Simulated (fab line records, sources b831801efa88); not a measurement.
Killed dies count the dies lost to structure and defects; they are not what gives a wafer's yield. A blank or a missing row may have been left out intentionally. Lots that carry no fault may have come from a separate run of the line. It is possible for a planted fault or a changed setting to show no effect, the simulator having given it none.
Matching of chambers + flow gf180mcu + 4 sister chambers for GF_V5_ETCH_16 on rie_diel-03
The step etches BARC in N2/H2. 22 wafers are shown with their chamber, then 11 later ones without.

## WAFERS, EACH WITH ITS CHAMBER
| wafer  | chamber | drypump_motor_current_A (A) | oes_product_au (a.u.) | throttle_valve_pct (%) |
|--------|---------|-----------------------------|-----------------------|------------------------|
| L079.2 | 1       | 5.3                         | 0.850                 | 13.219                 |
| L079.3 | 2       | 6.6                         | 0.852                 | 13.230                 |
| L079.6 | 2       | 6.6                         | 0.856                 | 13.236                 |
| L083.1 | 2       | 6.6                         | 0.857                 | 13.224                 |
| L083.2 | 1       | 5.4                         | 0.850                 | 13.237                 |
| L083.3 | 3       | 6.0                         | 0.846                 | 13.241                 |
| L084.1 | 2       | 6.6                         | 0.854                 | 13.220                 |
| L084.4 | 3       | 6.0                         | 0.861                 | 13.229                 |
| L084.6 | 1       | 5.3                         | 0.845                 | 13.216                 |
| L085.1 | 2       | 6.6                         | 0.850                 | 13.221                 |
| L085.2 | 3       | 6.1                         | 0.859                 | 13.223                 |
| L085.3 | 1       | 5.3                         | 0.855                 | 13.237                 |
| L085.4 | 1       | 5.3                         | 0.850                 | 13.240                 |
| L085.5 | 3       | 6.1                         | 0.862                 | 13.225                 |
| L085.6 | 2       | 6.6                         | 0.857                 | 13.218                 |
| L088.1 | 2       | 6.6                         | 0.851                 | 13.222                 |
| L088.4 | 1       | 5.3                         | 0.849                 | 13.242                 |
| L088.6 | 3       | 6.0                         | 0.856                 | 13.226                 |
| L089.1 | 2       | 6.6                         | 0.847                 | 13.229                 |
| L089.2 | 0       | 6.3                         | 0.859                 | 13.233                 |
| L089.3 | 1       | 5.3                         | 0.856                 | 13.213                 |
| L089.4 | 3       | 6.1                         | 0.867                 | 13.217                 |

SIGNATURES, as means of the wafers listed above
| reading                 | chamber 0 | chamber 1 | chamber 2 | chamber 3 | scatter within a chamber |
|-------------------------|-----------|-----------|-----------|-----------|--------------------------|
| drypump_motor_current_A | 6.300     | 5.314     | 6.600     | 6.050     | 0.0362                   |
| oes_product_au          | 0.85900   | 0.85071   | 0.85300   | 0.85850   | 0.00488                  |
| throttle_valve_pct      | 13.23300  | 13.22914  | 13.22500  | 13.22683  | 0.00921                  |
Rule: for a wafer and a chamber, the distance is found by dividing, reading by reading, the gap between the wafer's reading and the chamber's mean by the reading's scatter, squaring, summing and taking the root. If the next closest chamber is less than 2 further off than the closest, the wafer can't be placed; otherwise it belongs to the closest. The scatter: the root of (the sum of the squares of (reading less its chamber's mean) over the shown wafers, divided by (wafers less chambers)).

## WAFERS WITHOUT THEIR CHAMBER
| wafer  | drypump_motor_current_A (A) | oes_product_au (a.u.) | throttle_valve_pct (%) |
|--------|-----------------------------|-----------------------|------------------------|
| L089.5 | 6.3                         | 0.844                 | 13.234                 |
| L089.6 | 5.4                         | 0.858                 | 13.211                 |
| L090.1 | 6.6                         | 0.850                 | 13.214                 |
| L090.2 | 5.3                         | 0.856                 | 13.237                 |
| L090.3 | 6.3                         | 0.857                 | 13.212                 |
| L090.4 | 6.1                         | 0.848                 | 13.228                 |
| L090.5 | 5.3                         | 0.855                 | 13.226                 |
| L090.6 | 6.6                         | 0.850                 | 13.234                 |
| L091.2 | 6.6                         | 0.861                 | 13.211                 |
| L091.3 | 6.1                         | 0.852                 | 13.211                 |
| L091.4 | 5.3                         | 0.854                 | 13.220                 |

## WHICH CHAMBER EACH ONE RAN IN
| wafer  | from the rows above | in truth |
|--------|---------------------|----------|
| L089.5 | 0                   | 0        |
| L089.6 | 1                   | 1        |
| L090.1 | 2                   | 2        |
| L090.2 | 1                   | 1        |
| L090.3 | 0                   | 0        |
| L090.4 | 3                   | 3        |
| L090.5 | 1                   | 1        |
| L090.6 | 2                   | 2        |
| L091.2 | 2                   | 2        |
| L091.3 | 3                   | 3        |
| L091.4 | 1                   | 1        |
Correctly placed: 11 of 11. Not placeable from these rows: 0. Placed wrongly: 0.
